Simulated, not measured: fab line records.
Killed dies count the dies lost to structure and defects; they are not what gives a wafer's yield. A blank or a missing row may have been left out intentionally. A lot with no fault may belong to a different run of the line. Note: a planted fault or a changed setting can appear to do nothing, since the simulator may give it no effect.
What tool caused it? | flow gf180mcu | 14 lots, 42 wafers sampled, at 4 steps of a route of 602

## WHAT THE GAUGES SHOWED, per wafer
GF_V5_RS_MEAS_24: measures by four-point-probe.
lot  | measured     | on            | V5_W_RS (ohm/sq)
L556 | day 26 23:02 | film metro-01 | 0.334 0.336 0.332
L557 | day 27 07:44 | film metro-02 | 0.326 0.331 0.325
L558 | day 27 23:08 | film metro-04 | 0.324 0.323 0.326
L559 | day 28 08:43 | film metro-04 | 0.320 0.323 0.321
L560 | day 28 17:46 | film metro-04 | 0.329 0.327 0.327
L561 | day 29 00:19 | film metro-04 | 0.327 0.327 0.327
L562 | day 29 06:18 | film metro-01 | 0.326 0.327 0.327
L563 | day 29 18:15 | film metro-01 | 0.335 0.333 0.334
L564 | day 29 20:24 | film metro-04 | 0.331 0.332 0.333
L565 | day 29 23:59 | film metro-02 | 0.325 0.328 0.332
L566 | day 30 05:53 | film metro-01 | 0.332 0.333 0.330
L567 | day 30 19:44 | film metro-02 | 0.328 0.328 0.330
L571 | day 31 15:37 | film metro-02 | 0.330 0.330 0.333
L573 | day 32 05:16 | film metro-04 | 0.324 0.330 0.323

GF_TOP_METAL_THK_MEAS_06: measures by xrf.
lot  | measured     | on            | TOP_METAL_ALCU_THK (nm)
L556 | day 26 23:51 | film metro-03 | 885 895 885
L557 | day 27 08:34 | film metro-03 | 898 898 886
L558 | day 27 23:56 | film metro-04 | 878 887 881
L559 | day 28 09:32 | film metro-04 | 885 893 883
L560 | day 28 18:35 | film metro-04 | 889 881 888
L561 | day 29 01:07 | film metro-03 | 911 899 916
L562 | day 29 07:07 | film metro-02 | 895 890 898
L563 | day 29 19:04 | film metro-03 | 881 890 878
L564 | day 29 21:13 | film metro-04 | 889 897 893
L565 | day 30 00:48 | film metro-02 | 899 901 900
L566 | day 30 06:43 | film metro-03 | 898 901 890
L567 | day 30 20:33 | film metro-02 | 903 891 902
L571 | day 31 16:26 | film metro-02 | 910 903 898
L573 | day 32 06:10 | film metro-04 | 883 896 888

## TOOL THAT RAN EACH LOT (tool first, then ch and the chambers of the sampled wafers, then the start)
lot  | GF_HV_LDD_CVD_54            | GF_MIM_STRIP_20
L556 | lpcvd-01 ch 1, day 12 04:34 | plasma asher-04 ch 0,1, day 25 01:43
L557 | lpcvd-01 ch 0, day 12 12:42 | plasma asher-04 ch 1, day 25 11:45
L558 | lpcvd-02 ch 0, day 13 03:35 | plasma asher-02 ch 0,1, day 26 03:36
L559 | lpcvd-02 ch 1, day 13 14:52 | plasma asher-01 ch 0,1, day 26 14:40
L560 | lpcvd-01 ch 1, day 13 19:28 | plasma asher-04 ch 0,1, day 26 22:43
L561 | lpcvd-02 ch 1, day 14 06:34 | plasma asher-01 ch 0,1, day 27 05:54
L562 | lpcvd-01 ch 0, day 14 13:12 | plasma asher-04 ch 0, day 27 13:58
L563 | lpcvd-02 ch 1, day 15 00:56 | plasma asher-04 ch 0,1, day 28 01:51
L564 | lpcvd-02 ch 0, day 15 01:58 | plasma asher-01 ch 0,1, day 28 03:29
L565 | lpcvd-01 ch 1, day 15 07:33 | plasma asher-02 ch 0, day 28 06:44
L566 | lpcvd-01 ch 1, day 15 15:06 | plasma asher-02 ch 0,1, day 28 12:55
L567 | lpcvd-01 ch 0, day 16 01:11 | plasma asher-04 ch 0,1, day 29 04:13
L571 | lpcvd-01 ch 0, day 17 10:12 | plasma asher-04 ch 0,1, day 30 01:23
L573 | lpcvd-01 ch 1, day 18 01:59 | plasma asher-02 ch 0,1, day 30 16:26
- GF_HV_LDD_CVD_54: deposits SiO2 from TEOS, target thk 10 nm, time 75 s.
- GF_MIM_STRIP_20: strips in O2/N2.

## WHAT THE TOOLS THEMSELVES READ (means of the sampled wafers that have a number; where no wafer has one, the mark that the record gives instead)
GF_HV_LDD_CVD_54.
lot  | tool     | zone power centre pct (%)
L556 | lpcvd-01 | 9.55
L557 | lpcvd-01 | 9.97
L558 | lpcvd-02 | 10.08
L559 | lpcvd-02 | 9.96
L560 | lpcvd-01 | 9.51
L561 | lpcvd-02 | 9.96
L562 | lpcvd-01 | 10.03
L563 | lpcvd-02 | 9.92
L564 | lpcvd-02 | 10.00
L565 | lpcvd-01 | 9.52
L566 | lpcvd-01 | 9.49
L567 | lpcvd-01 | 9.96
L571 | lpcvd-01 | 9.94
L573 | lpcvd-01 | 9.53

GF_MIM_STRIP_20.
lot  | tool            | drypump motor current A (A) | heater power w (W) | oes product au (a.u.) | strip time to endpoint s (s)
L556 | plasma asher-04 | 5.2                         | 307                | 0.691                 | 11.21
L557 | plasma asher-04 | 5.3                         | 306                | 0.694                 | 11.20
L558 | plasma asher-02 | 6.2                         | 338                | 0.692                 | 11.26
L559 | plasma asher-01 | 5.9                         | 323                | 0.692                 | 11.17
L560 | plasma asher-04 | 5.2                         | 307                | 0.693                 | 11.21
L561 | plasma asher-01 | 5.8                         | 335                | 0.692                 | 11.15
L562 | plasma asher-04 | 5.2                         | 312                | 0.687                 | 11.18
L563 | plasma asher-04 | 5.2                         | 306                | 0.693                 | 11.24
L564 | plasma asher-01 | 5.7                         | 334                | 0.693                 | 11.24
L565 | plasma asher-02 | 5.8                         | 303                | 0.692                 | 11.21
L566 | plasma asher-02 | 6.0                         | 318                | 0.693                 | 11.20
L567 | plasma asher-04 | 5.2                         | 309                | 0.694                 | 11.25
L571 | plasma asher-04 | 5.2                         | 299                | 0.690                 | 11.23
L573 | plasma asher-02 | 6.1                         | 324                | 0.695                 | 11.31

## THE ANSWER, worked out from the rows above alone
Rule: usual is defined by the lots themselves. Put in order of their means at a reading, lots are off if they are a third of the lots or fewer, leave a main group of 4 or more, and stand apart from it by a gap of 3 or more times the standard deviation of the main group's means; of several such gaps the widest counts. If all means in a main group match to the digits the tables above print for the reading, that group is not used. Also off: a lot with no number at a reading for which 4 or more lots have one. Any other lot the step has rows for is counted as sound. First the gauges in route order, then the tools' own readings, where a lot's mean is used as printed above. At the first step where some lot is off, the reading lying furthest off is the one used; lots without a number count as furthest.
None of the lots is off at any reading shown; this tells nothing.

## WHAT WAS PUT IN BY THE SIMULATOR
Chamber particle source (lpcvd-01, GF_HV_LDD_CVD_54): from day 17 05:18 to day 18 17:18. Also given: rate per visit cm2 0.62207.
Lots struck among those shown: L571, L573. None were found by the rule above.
